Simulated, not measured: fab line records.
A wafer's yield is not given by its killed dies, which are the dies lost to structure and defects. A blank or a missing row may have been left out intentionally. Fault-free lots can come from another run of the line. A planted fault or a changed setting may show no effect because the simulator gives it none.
Chamber matching ; flow gf180mcu ; 3 sister chambers for GF_V2_CVD_02 on pecvd-04
The step deposits SiO2 from TEOS, target thk 850 nm, time 94.851 s. 3 wafers are shown with their chamber, then 7 later ones without.

== EACH WAFER AND ITS CHAMBER ==
wafer;chamber;heaterPowerW (W)
L090.2;2;658
L090.4;0;531
L090.5;1;645

== WAFERS WITHOUT THEIR CHAMBER ==
wafer;heaterPowerW (W)
L090.6;699
L096.1;676
L096.2;608
L096.3;530
L096.4;664
L096.5;525
L096.6;600

== WHICH CHAMBER EACH ONE RAN IN ==
wafer;from the rows above;in truth
L090.6;can't be placed: 2 or 1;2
L096.1;can't be placed: 2 or 1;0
L096.2;can't be placed: 1 or 2 or 0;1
L096.3;0;0
L096.4;can't be placed: 2 or 1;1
L096.5;0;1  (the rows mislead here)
L096.6;can't be placed: 1 or 2 or 0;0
Placed correctly: 1 of 7. These rows do not allow placing 5 (true chamber among the candidates in 4). 1 placed wrongly.
How it was worked out, from the rows above alone: a wafer's distance from a chamber is the root of the sum, over the readings, of the square of ((its reading less the chamber's mean) divided by the reading's scatter). If the next closest chamber is less than 2 further off than the closest, the wafer can't be placed; otherwise it belongs to the closest. A chamber's mean is the mean of its shown wafers. The scatter: root of mean squared gap, hidden wafer to nearest shown wafer, with one shown wafer a chamber.
